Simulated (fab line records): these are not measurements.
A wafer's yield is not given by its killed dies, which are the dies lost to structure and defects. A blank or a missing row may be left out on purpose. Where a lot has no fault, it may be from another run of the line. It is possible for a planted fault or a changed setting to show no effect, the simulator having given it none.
The tool behind it: which one? / flow sky130 / 6 lots with 18 wafers sampled at 3 steps, on a route of 708 steps

## WHAT THE GAUGES READ, wafer by wafer
SKY_VIA4_THK_MEAS_20: measures by xrf.
lot=L717; measured=day 44 05:16; on=film metro-03; VIA4_W_THK (nm)=494 502 506
lot=L720; measured=day 45 08:12; on=film metro-02; VIA4_W_THK (nm)=510 517 520
lot=L722; measured=day 45 18:26; on=film metro-03; VIA4_W_THK (nm)=506 512 506
lot=L727; measured=day 46 18:02; on=film metro-01; VIA4_W_THK (nm)=514 503 507
lot=L733; measured=day 47 21:32; on=film metro-01; VIA4_W_THK (nm)=516 511 509
lot=L737; measured=day 48 16:46; on=film metro-03; VIA4_W_THK (nm)=509 516 521

## EACH LOT AND THE TOOL THAT RAN IT (in order: tool; ch and the chambers of the sampled wafers; start)
lot=L717; SKY_METAL3_SPUTTER_03=pvd sputter-01, day 37 16:46; SKY_CAP2M_CVD_00=pecvd-04 ch 1,2, day 41 01:25
lot=L720; SKY_METAL3_SPUTTER_03=pvd sputter-01, day 38 23:21; SKY_CAP2M_CVD_00=pecvd-04 ch 0,1,2, day 42 06:47
lot=L722; SKY_METAL3_SPUTTER_03=pvd sputter-02, day 39 09:35; SKY_CAP2M_CVD_00=pecvd-04 ch 2, day 42 16:56
lot=L727; SKY_METAL3_SPUTTER_03=pvd sputter-01, day 40 12:04; SKY_CAP2M_CVD_00=pecvd-01 ch 0,1, day 43 18:31
lot=L733; SKY_METAL3_SPUTTER_03=pvd sputter-01, day 42 00:13; SKY_CAP2M_CVD_00=pecvd-01 ch 1,2, day 45 02:13
lot=L737; SKY_METAL3_SPUTTER_03=pvd sputter-02, day 42 23:59; SKY_CAP2M_CVD_00=pecvd-02 ch 0,1,2, day 45 23:53
- SKY_METAL3_SPUTTER_03: material Ti, target thk 5 nm, time 3.3 s.
- SKY_CAP2M_CVD_00: deposits SiO2, target thk 15.5 nm.

## THE ANSWER, worked out from the rows above alone
Rule: what is usual is taken from the lots themselves. The widest of any qualifying gaps counts: lots, ordered by their means at a reading, are off when they make up no more than a third of the lots, leave a main group of 4 or more, and stand apart from it by 3 or more times the standard deviation of that group's means. Not used: any main group whose means are identical at the precision the tables above print for the reading. A lot without any number at a reading at which 4 lots or more have one is off too. All remaining lots with rows at the step are treated as sound.
No lot is off on any of the readings shown, so nothing can be concluded from this.

## WHAT WAS PUT IN BY THE SIMULATOR
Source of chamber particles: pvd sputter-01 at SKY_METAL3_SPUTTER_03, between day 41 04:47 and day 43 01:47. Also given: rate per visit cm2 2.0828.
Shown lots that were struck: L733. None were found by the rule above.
